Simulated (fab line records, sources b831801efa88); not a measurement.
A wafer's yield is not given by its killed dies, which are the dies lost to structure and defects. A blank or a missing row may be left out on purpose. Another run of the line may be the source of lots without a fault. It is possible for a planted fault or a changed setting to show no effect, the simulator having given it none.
Commonality check across tools	flow gf180mcu	14 lots and 42 wafers in the sample

## THE REASON FOR OPENING IT
At GF_DNWELL_TW_MEAS_09 the reading DNWELL_TW is flagged on 2 of 14 lots. Fault-free wafers read 1360, with a standard deviation of 7.9.
Rule: flag the lot when none of its wafers has a number, or when each of its wafers that has one lies beyond 4 standard deviations from that mean. All remaining lots are regarded as sound.

lot	measured	on	DNWELL_TW, wafer by wafer	flag
L423	day 2 19:03	film-metro-01	1364 1356 1363	
L424	day 3 00:38	film-metro-01	1353 1344 1348	
L426	day 3 11:14	film-metro-01	1359 1358 1354	
L427	day 3 16:07	film-metro-02	1357 1352 1346	
L428	day 3 21:01	film-metro-02	1355 1353 1343	
L429	day 4 03:04	film-metro-01	1354 1349 1354	
L430	day 4 12:16	film-metro-01	1374 1367 1369	
L431	day 4 15:19	film-metro-03	1358 1362 1361	
L432	day 4 19:47	film-metro-02	1360 1371 1372	
L433	day 4 23:49	film-metro-01	1359 1354 1353	
L434	day 5 04:04	film-metro-02	1362 1365 1365	
L442	day 7 03:28	film-metro-03	1518 1527 1515	FLAGGED
L443	day 7 05:01	film-metro-03	1507 1511 1506	FLAGGED
L445	day 7 15:55	film-metro-03	1364 1355 1356	
The mean of the flagged lots' numbers is 1514, +154 from the usual (+19 standard deviations).

## EACH LOT AND THE TOOL IT RAN ON
The record holds 1 process step before the reading, out of a route of 602 steps. In each cell: the tool, then ch and the chambers that the sampled wafers went through, then the start.
lot	flag	GF_DNWELL_IMPLANT_07
L423		implanter-04 ch 0, day 2 18:48
L424		implanter-01 ch 0, day 3 00:23
L426		implanter-01 ch 0, day 3 10:59
L427		implanter-04 ch 0, day 3 15:52
L428		implanter-01 ch 0, day 3 20:47
L429		implanter-04 ch 0, day 4 02:49
L430		implanter-04 ch 0, day 4 12:01
L431		implanter-03 ch 0, day 4 15:06
L432		implanter-01 ch 0, day 4 19:34
L433		implanter-03 ch 0, day 4 23:25
L434		implanter-01 ch 0, day 5 03:51
L442	FLAGGED	implanter-01 ch 0, day 7 03:13
L443	FLAGGED	implanter-01 ch 0, day 7 04:46
L445		implanter-03 ch 0, day 7 15:40
These steps, and what they do:
- GF_DNWELL_IMPLANT_07
- GF_DNWELL_TW_MEAS_09

## FLAGGED OVER TOTAL, TOOL BY TOOL (the gauges that took the reading come last)
step	tool	lots run	flagged	share of the flagged lots	sound lots run after its first flagged lot
GF_DNWELL_IMPLANT_07	implanter-01	7	2	all	0
GF_DNWELL_IMPLANT_07	implanter-03	3	0	none	-
GF_DNWELL_IMPLANT_07	implanter-04	4	0	none	-
GF_DNWELL_TW_MEAS_09	film-metro-01	6	0	none	-
GF_DNWELL_TW_MEAS_09	film-metro-02	4	0	none	-
GF_DNWELL_TW_MEAS_09	film-metro-03	4	2	all	1 (L445)

## THE TABLE: WHAT IT ALLOWS
Rows of the table that ran all the flagged lots, 2 in number: implanter-01 at GF_DNWELL_IMPLANT_07; film-metro-03 at GF_DNWELL_TW_MEAS_09.
- implanter-01 at GF_DNWELL_IMPLANT_07 ran 7 lots, 2 of them flagged. It ran its last sound lot, L434, at day 5 03:51 and its first flagged lot, L442, at day 7 03:13: a fault with its onset between the two fits. Its own readings (dose-ions-cm2, faraday-current-uA) fall more than 4 standard deviations out on all wafers of the flagged lots.
- film-metro-03 at GF_DNWELL_TW_MEAS_09 ran 4 lots, 2 of them flagged. Lots that were sound ran on it after the first flagged one (L445); a persistent fault on the entire tool would not allow that.
One tool is left: implanter-01 at GF_DNWELL_IMPLANT_07.

## WHAT THE SIMULATOR PUT IN
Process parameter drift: implanter-01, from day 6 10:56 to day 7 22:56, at GF_DNWELL_IMPLANT_07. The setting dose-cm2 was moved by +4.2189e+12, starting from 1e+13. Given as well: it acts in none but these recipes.
Struck lots among those shown: L442, L443. This agrees with what the rule above found.
